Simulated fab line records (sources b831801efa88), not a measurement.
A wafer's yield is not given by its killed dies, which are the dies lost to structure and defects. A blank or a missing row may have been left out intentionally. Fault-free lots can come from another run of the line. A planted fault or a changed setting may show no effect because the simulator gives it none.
fab line records + flow gf180mcu
record
- lots=13
- wafers=39
- lastDay=34
route steps=602 shown HV_LDD@185 V1@350
lots that met no fault: from a run of the same line without faults
startH: hours from the record's opening day to when the first of the lot's shown wafers began + waitH: hours from the lot's prior step to this one + " the same as in the row above + L1.1+2: several wafers, shown together as one row + - no value, or no start given + * or withheld: withheld + < > ~ a bound
route shown NAME@n: names a module that has steps shown in the file, with the first one's number in the route + usual: mean and standard deviation over wafers with no fault + same: alike in all rows + chamber/n: place in a boat + sites: readings site by site + _std_site: how widely they spread, as a standard deviation + _edge_site: inner sites' mean taken away from outer sites' mean + radiusMm: how far each site lies from the wafer's centre + mask NAME#n: copy n + behind: tool/chamber where the wafer was last shaped + hold: the reason the lot was held/the length of the hold in hours/how it ended + device: the transistor (n, p or np) that didn't switch + end of line: at the end of the route, the tests of the same wafers + a step without rows: its recipe alone + killed: count of dies lost to structure and defects at first sort (not the wafer's yield) + map: a wafer's dies, marking killed ones x, the rest . and places with no die _
set.NAME: the run value of the setting; set.NAME@STEP: its run value at that earlier step + model.NAME: the simulator's own value behind a step, which no gauge read
the route's steps for a sample of lots (tables are steps, rows are wafers)
services: from which hour (startH, from the record's first day; less than 0 if before it) a tool's chamber was out of use, for how many hours, and why
## steps
# step GF_HV_LDD_IMPLANT_09
# recipe
- species=As
- energyKev=40
- doseCm2=1e+14
- tiltDeg=7
# usual
- beamEnergyKeV=40.000/0.011
- beamOnS=10.00/0.2
# same
- implantIonAmu=75
| lot.wafer | tool         | chamber | startH | waitH | beamEnergyKeV | beamOnS |
|-----------|--------------|---------|--------|-------|---------------|---------|
| L566.1    | implanter-01 | 0       | 221.36 | 0.0   | 40.005        | 9.76    |
| L566.2    | "            | 0       | "      | "     | 39.997        | 10.15   |
| L566.4    | "            | 0       | "      | "     | 40.012        | 10.08   |
| L568.2    | implanter-03 | 0       | 232.39 | 0.0   | 40.014        | 10.06   |
| L568.4    | "            | 0       | "      | "     | 40.016        | 10.06   |
| L568.6    | "            | 0       | "      | "     | 40.011        | 9.89    |
| L571.3    | implanter-03 | 0       | 252.41 | 0.1   | 40.005        | 10.16   |
| L571.4    | "            | 0       | "      | "     | 39.978        | 10.22   |
| L571.6    | "            | 0       | "      | "     | 40.010        | 10.05   |
| L572.3    | implanter-01 | 0       | 259.40 | 0.1   | 40.006        | 10.53   |
| L572.4    | "            | 0       | "      | "     | 39.998        | 9.87    |
| L572.6    | "            | 0       | "      | "     | 39.991        | 10.35   |
| L573.1    | implanter-02 | 0       | 272.06 | 0.0   | 39.983        | 9.79    |
| L573.4    | "            | 0       | "      | "     | 39.988        | 9.84    |
| L573.5    | "            | 0       | "      | "     | 39.980        | 9.92    |
| L575.2    | implanter-02 | 0       | 277.47 | 0.0   | 40.016        | 9.94    |
| L575.4    | "            | 0       | "      | "     | 39.987        | 9.78    |
| L575.5    | "            | 0       | "      | "     | 39.997        | 10.26   |
| L582.2    | implanter-02 | 0       | 335.54 | 0.0   | 41.544        | 10.14   |
| L582.5    | "            | 0       | "      | "     | 41.535        | 9.93    |
| L582.6    | "            | 0       | "      | "     | 41.539        | 10.07   |
| L583.1    | implanter-02 | 0       | 348.41 | 0.0   | 41.539        | 9.91    |
| L583.3    | "            | 0       | "      | "     | 41.555        | 10.30   |
| L583.4    | "            | 0       | "      | "     | 41.529        | 10.42   |
| L584.2    | implanter-01 | 0       | 352.97 | 0.0   | 40.002        | 10.39   |
| L584.3    | "            | 0       | "      | "     | 40.006        | 9.93    |
| L584.6    | "            | 0       | "      | "     | 40.007        | 9.88    |
| L585.2    | implanter-01 | 0       | 361.17 | 0.0   | 40.015        | 9.62    |
| L585.3    | "            | 0       | "      | "     | 39.996        | 9.85    |
| L585.4    | "            | 0       | "      | "     | 40.005        | 10.12   |
| L587.4    | implanter-01 | 0       | 377.62 | 0.1   | 40.000        | 10.04   |
| L587.5    | "            | 0       | "      | "     | 40.029        | 9.97    |
| L587.6    | "            | 0       | "      | "     | 40.012        | 9.84    |
| L588.2    | implanter-03 | 0       | 382.97 | 0.0   | 40.003        | 9.97    |
| L588.5    | "            | 0       | "      | "     | 40.003        | 9.86    |
| L588.6    | "            | 0       | "      | "     | 40.019        | 10.01   |
| L589.1    | implanter-01 | 0       | 390.75 | 0.0   | 40.018        | 10.31   |
| L589.2    | "            | 0       | "      | "     | 40.009        | 10.17   |
| L589.3    | "            | 0       | "      | "     | 40.019        | 10.15   |
# step GF_HV_LDD_TW_MEAS_11
# usual
- HV_LDD_TW=2397/12
| lot.wafer | tool         | chamber | startH | waitH | hold                    | HV_LDD_TW |
|-----------|--------------|---------|--------|-------|-------------------------|-----------|
| L566.1    | filmMetro-02 | -       | 221.61 | 0.1   | -                       | 2419      |
| L566.2    | "            | -       | "      | "     | -                       | 2411      |
| L566.4    | "            | -       | "      | "     | -                       | 2417      |
| L568.2    | filmMetro-01 | -       | 232.67 | 0.1   | -                       | 2408      |
| L568.4    | "            | -       | "      | "     | -                       | 2388      |
| L568.6    | "            | -       | "      | "     | -                       | 2394      |
| L571.3    | filmMetro-01 | -       | 252.63 | 0.1   | -                       | 2384      |
| L571.4    | "            | -       | "      | "     | -                       | 2375      |
| L571.6    | "            | -       | "      | "     | -                       | 2379      |
| L572.3    | filmMetro-04 | -       | 259.62 | 0.1   | -                       | 2400      |
| L572.4    | "            | -       | "      | "     | -                       | 2380      |
| L572.6    | "            | -       | "      | "     | -                       | 2406      |
| L573.1    | filmMetro-01 | -       | 272.31 | 0.1   | -                       | 2409      |
| L573.4    | "            | -       | "      | "     | -                       | 2396      |
| L573.5    | "            | -       | "      | "     | -                       | 2390      |
| L575.2    | filmMetro-02 | -       | 277.71 | 0.1   | -                       | 2400      |
| L575.4    | "            | -       | "      | "     | -                       | 2406      |
| L575.5    | "            | -       | "      | "     | -                       | 2399      |
| L582.2    | filmMetro-01 | -       | 335.77 | 0.1   | -                       | 2438      |
| L582.5    | "            | -       | "      | "     | -                       | 2413      |
| L582.6    | "            | -       | "      | "     | -                       | 2424      |
| L583.1    | filmMetro-02 | -       | 348.66 | 0.1   | awaitDispo/0.2h/release | 2445      |
| L583.3    | "            | -       | "      | "     | awaitDispo/0.2h/release | 2452      |
| L583.4    | "            | -       | "      | "     | awaitDispo/0.2h/release | 2442      |
| L583.1    | filmMetro-02 | -       | 348.89 | 0.2   | -                       | 2443      |
| L583.3    | "            | -       | "      | "     | -                       | 2445      |
| L583.4    | "            | -       | "      | "     | -                       | 2431      |
| L584.2    | filmMetro-04 | -       | 353.21 | 0.1   | -                       | 2409      |
| L584.3    | "            | -       | "      | "     | -                       | 2407      |
| L584.6    | "            | -       | "      | "     | -                       | 2406      |
| L585.2    | filmMetro-02 | -       | 361.41 | 0.1   | -                       | 2407      |
| L585.3    | "            | -       | "      | "     | -                       | 2400      |
| L585.4    | "            | -       | "      | "     | -                       | 2400      |
| L587.4    | filmMetro-02 | -       | 377.83 | 0.1   | -                       | 2382      |
| L587.5    | "            | -       | "      | "     | -                       | 2393      |
| L587.6    | "            | -       | "      | "     | -                       | 2401      |
| L588.2    | filmMetro-01 | -       | 383.21 | 0.1   | -                       | 2399      |
| L588.5    | "            | -       | "      | "     | -                       | 2388      |
| L588.6    | "            | -       | "      | "     | -                       | 2376      |
| L589.1    | filmMetro-02 | -       | 391.00 | 0.1   | -                       | 2401      |
| L589.2    | "            | -       | "      | "     | -                       | 2386      |
| L589.3    | "            | -       | "      | "     | -                       | 2394      |
# step GF_V1_OVL_MEAS_15
# usual
- V1_OVL=-2/6.2
| lot.wafer | tool       | chamber | startH | waitH | V1_OVL[nm] |
|-----------|------------|---------|--------|-------|------------|
| L566.1    | overlay-02 | -       | 418.73 | 0.1   | 0          |
| L566.2    | "          | -       | "      | "     | 0          |
| L566.4    | "          | -       | "      | "     | 2          |
| L568.2    | overlay-01 | -       | 430.98 | 0.1   | -1         |
| L568.4    | "          | -       | "      | "     | -1         |
| L568.6    | "          | -       | "      | "     | 9          |
| L571.3    | overlay-02 | -       | 460.52 | 0.1   | 7          |
| L571.4    | "          | -       | "      | "     | -4         |
| L571.6    | "          | -       | "      | "     | -5         |
| L572.3    | overlay-01 | -       | 468.22 | 0.1   | -9         |
| L572.4    | "          | -       | "      | "     | -12        |
| L572.6    | "          | -       | "      | "     | -7         |
| L573.1    | overlay-02 | -       | 483.51 | 0.1   | -1         |
| L573.4    | "          | -       | "      | "     | -13        |
| L573.5    | "          | -       | "      | "     | -2         |
| L575.2    | overlay-01 | -       | 488.68 | 0.1   | -6         |
| L575.4    | "          | -       | "      | "     | -2         |
| L575.5    | "          | -       | "      | "     | -2         |
| L582.2    | overlay-02 | -       | 554.45 | 0.1   | -15        |
| L582.5    | "          | -       | "      | "     | -10        |
| L582.6    | "          | -       | "      | "     | -9         |
| L583.1    | overlay-01 | -       | 569.04 | 0.1   | 6          |
| L583.3    | "          | -       | "      | "     | 3          |
| L583.4    | "          | -       | "      | "     | -1         |
| L584.2    | overlay-02 | -       | 572.61 | 0.1   | -6         |
| L584.3    | "          | -       | "      | "     | -3         |
| L584.6    | "          | -       | "      | "     | -3         |
| L585.2    | overlay-01 | -       | 580.83 | 0.1   | -2         |
| L585.3    | "          | -       | "      | "     | -5         |
| L585.4    | "          | -       | "      | "     | -1         |
| L587.4    | overlay-02 | -       | 598.14 | 0.1   | -3         |
| L587.5    | "          | -       | "      | "     | -3         |
| L587.6    | "          | -       | "      | "     | -4         |
| L588.2    | overlay-02 | -       | 599.58 | 0.1   | 4          |
| L588.5    | "          | -       | "      | "     | 1          |
| L588.6    | "          | -       | "      | "     | 9          |
| L589.1    | overlay-01 | -       | 609.26 | 0.1   | -11        |
| L589.2    | "          | -       | "      | "     | -10        |
| L589.3    | "          | -       | "      | "     | -15        |
# step GF_V1_ETCH_16
# recipe
- chemistry=N2/H2
- targetDepthA=withheld
- overetchA=withheld
- timeS=withheld
- target=BARC
- ionEnergyEv=200
- sourceW=500
- biasW=100
- pressureMtorr=30
- n2FlowSccm=100
- h2FlowSccm=200
# usual
- drypumpMotorCurrentA=5.9/0.38
- h2FlowSccm=200.0/0.56
- oesProductAu=0.855/0.0045
- throttleValvePct=13.224/0.0088
| lot.wafer | tool       | chamber | startH | waitH | drypumpMotorCurrentA | h2FlowSccm | oesProductAu | throttleValvePct |
|-----------|------------|---------|--------|-------|----------------------|------------|--------------|------------------|
| L566.1    | rieDiel-01 | 0       | 418.76 | 0.0   | 5.9                  | 200.7      | 0.858        | 13.221           |
| L566.2    | "          | 2       | "      | "     | 6.0                  | 199.8      | 0.855        | 13.225           |
| L566.4    | "          | 1       | "      | "     | 5.8                  | 199.7      | 0.862        | 13.214           |
| L568.2    | rieDiel-01 | 3       | 431.01 | 0.0   | 5.4                  | 200.0      | 0.852        | 13.234           |
| L568.4    | "          | 1       | "      | "     | 5.8                  | 199.4      | 0.850        | 13.225           |
| L568.6    | "          | 1       | "      | "     | 5.8                  | 199.6      | 0.856        | 13.237           |
| L571.3    | rieDiel-01 | 2       | 460.55 | 0.0   | 6.1                  | 199.8      | 0.861        | 13.220           |
| L571.4    | "          | 3       | "      | "     | 5.4                  | 200.9      | 0.855        | 13.231           |
| L571.6    | "          | 0       | "      | "     | 5.9                  | 200.8      | 0.852        | 13.228           |
| L572.3    | rieDiel-02 | 2       | 468.24 | 0.0   | 6.6                  | 199.8      | 0.852        | 13.229           |
| L572.4    | "          | 3       | "      | "     | 6.5                  | 199.8      | 0.856        | 13.225           |
| L572.6    | "          | 2       | "      | "     | 6.7                  | 200.1      | 0.847        | 13.216           |
| L573.1    | rieDiel-01 | 0       | 483.54 | 0.0   | 5.9                  | 200.6      | 0.858        | 13.223           |
| L573.4    | "          | 2       | "      | "     | 6.1                  | 200.3      | 0.857        | 13.234           |
| L573.5    | "          | 2       | "      | "     | 6.0                  | 199.2      | 0.854        | 13.205           |
| L575.2    | rieDiel-03 | 3       | 488.71 | 0.0   | 6.0                  | 200.3      | 0.858        | 13.221           |
| L575.4    | "          | 2       | "      | "     | 5.4                  | 201.5      | 0.858        | 13.213           |
| L575.5    | "          | 1       | "      | "     | 5.6                  | 199.2      | 0.854        | 13.216           |
| L582.2    | rieDiel-01 | 0       | 554.48 | 0.0   | 6.0                  | 199.7      | 0.851        | 13.230           |
| L582.5    | "          | 3       | "      | "     | 5.4                  | 200.0      | 0.853        | 13.224           |
| L582.6    | "          | 0       | "      | "     | 5.9                  | 199.7      | 0.851        | 13.211           |
| L583.1    | rieDiel-01 | 1       | 569.08 | 0.0   | 5.7                  | 200.3      | 0.852        | 13.228           |
| L583.3    | "          | 0       | "      | "     | 5.9                  | 199.4      | 0.860        | 13.207           |
| L583.4    | "          | 3       | "      | "     | 5.4                  | 199.7      | 0.859        | 13.224           |
| L584.2    | rieDiel-02 | 0       | 572.64 | 0.0   | 6.2                  | 199.1      | 0.853        | 13.224           |
| L584.3    | "          | 3       | "      | "     | 6.5                  | 200.2      | 0.862        | 13.220           |
| L584.6    | "          | 3       | "      | "     | 6.5                  | 200.5      | 0.850        | 13.223           |
| L585.2    | rieDiel-03 | 1       | 580.86 | 0.0   | 5.6                  | 199.2      | 0.857        | 13.218           |
| L585.3    | "          | 2       | "      | "     | 5.4                  | 199.6      | 0.856        | 13.237           |
| L585.4    | "          | 3       | "      | "     | 6.0                  | 200.4      | 0.860        | 13.231           |
| L587.4    | rieDiel-03 | 2       | 598.16 | 0.0   | 5.4                  | 199.2      | 0.846        | 13.240           |
| L587.5    | "          | 3       | "      | "     | 6.0                  | 200.0      | 0.847        | 13.230           |
| L587.6    | "          | 2       | "      | "     | 5.4                  | 199.1      | 0.852        | 13.219           |
| L588.2    | rieDiel-03 | 2       | 599.61 | 0.0   | 5.4                  | 199.2      | 0.855        | 13.207           |
| L588.5    | "          | 0       | "      | "     | 6.4                  | 201.3      | 0.860        | 13.229           |
| L588.6    | "          | 1       | "      | "     | 5.6                  | 199.5      | 0.851        | 13.216           |
| L589.1    | rieDiel-01 | 2       | 609.29 | 0.0   | 6.1                  | 200.7      | 0.859        | 13.225           |
| L589.2    | "          | 3       | "      | "     | 5.4                  | 200.5      | 0.855        | 13.224           |
| L589.3    | "          | 1       | "      | "     | 5.8                  | 199.9      | 0.849        | 13.224           |
# step GF_V1_ETCH_17
# recipe
- chemistry=C4F8/O2/Ar
- maskMaterial=KrF
- target=SiO2
- stopOn=TiN
- sourceW=1500
- biasW=1200
- pressureMtorr=40
- c4f8FlowSccm=withheld
- O2_flow_sccm=6
- Ar_flow_sccm=300
- timeS=withheld
- targetDepthA=6300
# usual
- oesProductAu=0.855/0.0051
| lot.wafer | tool       | chamber | startH | waitH | oesProductAu |
|-----------|------------|---------|--------|-------|--------------|
| L566.1    | rieDiel-01 | 0       | -      | -     | 0.852        |
| L566.2    | "          | 2       | "      | "     | 0.855        |
| L566.4    | "          | 1       | "      | "     | 0.851        |
| L568.2    | rieDiel-01 | 3       | -      | -     | 0.854        |
| L568.4    | "          | 1       | "      | "     | 0.856        |
| L568.6    | "          | 1       | "      | "     | 0.865        |
| L571.3    | rieDiel-01 | 2       | -      | -     | 0.855        |
| L571.4    | "          | 3       | "      | "     | 0.868        |
| L571.6    | "          | 0       | "      | "     | 0.854        |
| L572.3    | rieDiel-02 | 2       | -      | -     | 0.859        |
| L572.4    | "          | 3       | "      | "     | 0.847        |
| L572.6    | "          | 2       | "      | "     | 0.859        |
| L573.1    | rieDiel-01 | 0       | -      | -     | 0.848        |
| L573.4    | "          | 2       | "      | "     | 0.857        |
| L573.5    | "          | 2       | "      | "     | 0.849        |
| L575.2    | rieDiel-03 | 3       | -      | -     | 0.852        |
| L575.4    | "          | 2       | "      | "     | 0.853        |
| L575.5    | "          | 1       | "      | "     | 0.852        |
| L582.2    | rieDiel-01 | 0       | -      | -     | 0.861        |
| L582.5    | "          | 3       | "      | "     | 0.858        |
| L582.6    | "          | 0       | "      | "     | 0.856        |
| L583.1    | rieDiel-01 | 1       | -      | -     | 0.862        |
| L583.3    | "          | 0       | "      | "     | 0.861        |
| L583.4    | "          | 3       | "      | "     | 0.865        |
| L584.2    | rieDiel-02 | 0       | -      | -     | 0.851        |
| L584.3    | "          | 3       | "      | "     | 0.858        |
| L584.6    | "          | 3       | "      | "     | 0.849        |
| L585.2    | rieDiel-03 | 1       | -      | -     | 0.859        |
| L585.3    | "          | 2       | "      | "     | 0.850        |
| L585.4    | "          | 3       | "      | "     | 0.854        |
| L587.4    | rieDiel-03 | 2       | -      | -     | 0.849        |
| L587.5    | "          | 3       | "      | "     | 0.853        |
| L587.6    | "          | 2       | "      | "     | 0.853        |
| L588.2    | rieDiel-03 | 2       | -      | -     | 0.852        |
| L588.5    | "          | 0       | "      | "     | 0.860        |
| L588.6    | "          | 1       | "      | "     | 0.849        |
| L589.1    | rieDiel-01 | 2       | -      | -     | 0.858        |
| L589.2    | "          | 3       | "      | "     | 0.845        |
| L589.3    | "          | 1       | "      | "     | 0.863        |
## services
| tool         | chamber | startH | hours | kind   |
|--------------|---------|--------|-------|--------|
| rieDiel-02   | 1       | 223.74 | 7.0   | repair |
| implanter-01 | -       | 227.20 | 3.3   | pm     |
| rieDiel-02   | 3       | 233.79 | 4.8   | repair |
| rieDiel-02   | 1       | 239.08 | 9.3   | repair |
| rieDiel-02   | 3       | 240.02 | 7.2   | repair |
| rieDiel-01   | -       | 240.82 | 28.1  | pm     |
| implanter-02 | -       | 251.28 | 3.3   | repair |
| implanter-01 | -       | 251.61 | 0.9   | repair |
| rieDiel-02   | 0       | 262.98 | 13.2  | repair |
| implanter-02 | -       | 280.40 | 8.7   | pm     |
| rieDiel-03   | -       | 286.37 | 2.8   | pm     |
| rieDiel-02   | 3       | 287.04 | 10.2  | repair |
| implanter-01 | -       | 361.85 | 4.4   | pm     |
| rieDiel-03   | 1       | 362.63 | 3.4   | repair |
| rieDiel-01   | 0       | 363.58 | 7.3   | repair |
| rieDiel-01   | 1       | 378.98 | 15.7  | repair |
| rieDiel-03   | 1       | 431.14 | 13.2  | repair |
| rieDiel-03   | 1       | 460.41 | 2.8   | repair |
| implanter-01 | -       | 461.53 | 1.9   | repair |
| implanter-01 | -       | 505.21 | 4.1   | repair |
| rieDiel-01   | 0       | 525.38 | 4.2   | repair |
| rieDiel-03   | -       | 564.50 | 3.3   | repair |
| rieDiel-01   | 3       | 592.22 | 8.6   | repair |
| rieDiel-03   | 3       | 607.09 | 10.4  | repair |
## key
firstSign
- step=GF_HV_LDD_IMPLANT_09
- reading=beamEnergyKeV
- direction=up
- sigmas=99+
- usual=40.000
- struck=41.540
effect
- step=GF_HV_LDD_TW_MEAS_11
- reading=visit
- direction=added
metAt GF_HV_LDD_IMPLANT_09
struckLots L582,L583
testerLeftOut L582,L583
notActingAt GF_V1_OVL_MEAS_15,GF_V1_ETCH_16,GF_V1_ETCH_17
onsetBetween 277.47 335.54
fault
- kind=processParameterDrift
- tool=implanter-02
- chamber=-
- onsetH=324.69
- steps=GF_HV_LDD_IMPLANT_09
- channel=energyKev
- offset=1.5473
- shape=step
- endH=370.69
- actsIn=theseRecipesOnly
- stated=40
# testerLeftOut: of these lots the tester's yield and bins aren't shown, on N5 and GAA mostly nor the transistor test; their killed dies are dies lost to structure and defects alone, not to doping, threshold or leakage, so they don't give the yield
